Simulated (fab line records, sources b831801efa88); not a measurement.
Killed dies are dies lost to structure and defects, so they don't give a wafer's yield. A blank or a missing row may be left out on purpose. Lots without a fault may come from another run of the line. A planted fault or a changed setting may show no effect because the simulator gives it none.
Tool commonality check | flow sky130 | 12 lots, 36 wafers sampled

WHY IT WAS OPENED
At SKY_POLY_GATE_THK_MEAS_01 the reading POLY_GATE_CVD_00_THK is flagged on 2 of 12 lots. Wafers without a fault read 181.0 nm, standard deviation 1.7.
Rule: a lot is flagged when every wafer of it that has a number lies more than 4 standard deviations from that mean, or none has a number. The other lots count as sound.

lot  | measured     | on            | POLY_GATE_CVD_00_THK (nm), wafer by wafer | flag
L292 | day 14 18:32 | film_metro-02 | 181.6 182.5 181.0                         |
L293 | day 14 18:32 | film_metro-01 | 181.6 181.6 183.7                         |
L295 | day 15 20:47 | film_metro-01 | 182.4 182.3 183.6                         |
L294 | day 15 20:47 | film_metro-02 | 180.8 181.0 181.7                         |
L301 | day 17 05:17 | film_metro-04 | 191.5 191.1 191.6                         | FLAGGED
L302 | day 17 16:52 | film_metro-02 | 191.6 192.3 193.3                         | FLAGGED
L310 | day 20 09:01 | film_metro-02 | 180.7 181.6 181.3                         |
L311 | day 20 17:54 | film_metro-04 | 180.6 180.5 180.3                         |
L312 | day 21 10:31 | film_metro-04 | 183.7 183.7 183.0                         |
L313 | day 21 20:25 | film_metro-01 | 181.3 180.5 179.1                         |
L314 | day 22 01:04 | film_metro-02 | 179.9 179.9 180.7                         |
L315 | day 22 03:37 | film_metro-04 | 180.6 178.4 179.1                         |
The numbers of the flagged lots are 191.9 nm on average: +10.9 nm against the usual, or +6 standard deviations.

WHICH TOOL RAN EACH LOT
The record holds 1 process step before the reading, out of a route of 708 steps. In each cell: the tool, then ch and the chambers that the sampled wafers went through, then the start.
lot  | flag    | SKY_POLY_GATE_CVD_00
L292 |         | lpcvd-01 ch 1, day 14 17:20
L293 |         | lpcvd-01 ch 1, day 14 17:20
L295 |         | lpcvd-01 ch 0, day 15 19:35
L294 |         | lpcvd-01 ch 0, day 15 19:35
L301 | FLAGGED | lpcvd-01 ch 1, day 17 04:04
L302 | FLAGGED | lpcvd-01 ch 1, day 17 15:40
L310 |         | lpcvd-01 ch 0, day 20 07:49
L311 |         | lpcvd-01 ch 1, day 20 16:41
L312 |         | lpcvd-01 ch 1, day 21 09:19
L313 |         | lpcvd-01 ch 0, day 21 19:13
L314 |         | lpcvd-01 ch 0, day 21 23:52
L315 |         | lpcvd-01 ch 1, day 22 02:24
What these steps do:
- SKY_POLY_GATE_CVD_00: deposits poly-Si, target thk 180 nm, time 720 s.
- SKY_POLY_GATE_THK_MEAS_01

FLAGGED OVER TOTAL, TOOL BY TOOL (the gauges that took the reading come last)
step                      | tool          | lots run | flagged | share of the flagged lots | sound lots run after its first flagged lot
SKY_POLY_GATE_CVD_00      | lpcvd-01      | 12       | 2       | all                       | 6 (L310,L311,L312,L313,L314,L315)
SKY_POLY_GATE_THK_MEAS_01 | film_metro-01 | 3        | 0       | none                      | -
SKY_POLY_GATE_THK_MEAS_01 | film_metro-02 | 5        | 1       | some                      | 2 (L310,L314)
SKY_POLY_GATE_THK_MEAS_01 | film_metro-04 | 4        | 1       | some                      | 3 (L311,L312,L315)

WHAT THE TABLE ALLOWS
1 row of the table ran every flagged lot: lpcvd-01 at SKY_POLY_GATE_CVD_00.
- lpcvd-01 at SKY_POLY_GATE_CVD_00: 2 of its 12 lots flagged. Sound lots ran on it after the first flagged one (L310, L311, L312, L313, L314, L315), which a lasting fault on the whole tool wouldn't allow. Its own readings lie more than 4 standard deviations out on every wafer of the flagged lots: susceptor_temp_C.
No row of the table ran every flagged lot and no sound lot after the first.

WHAT THE SIMULATOR HAD PUT IN
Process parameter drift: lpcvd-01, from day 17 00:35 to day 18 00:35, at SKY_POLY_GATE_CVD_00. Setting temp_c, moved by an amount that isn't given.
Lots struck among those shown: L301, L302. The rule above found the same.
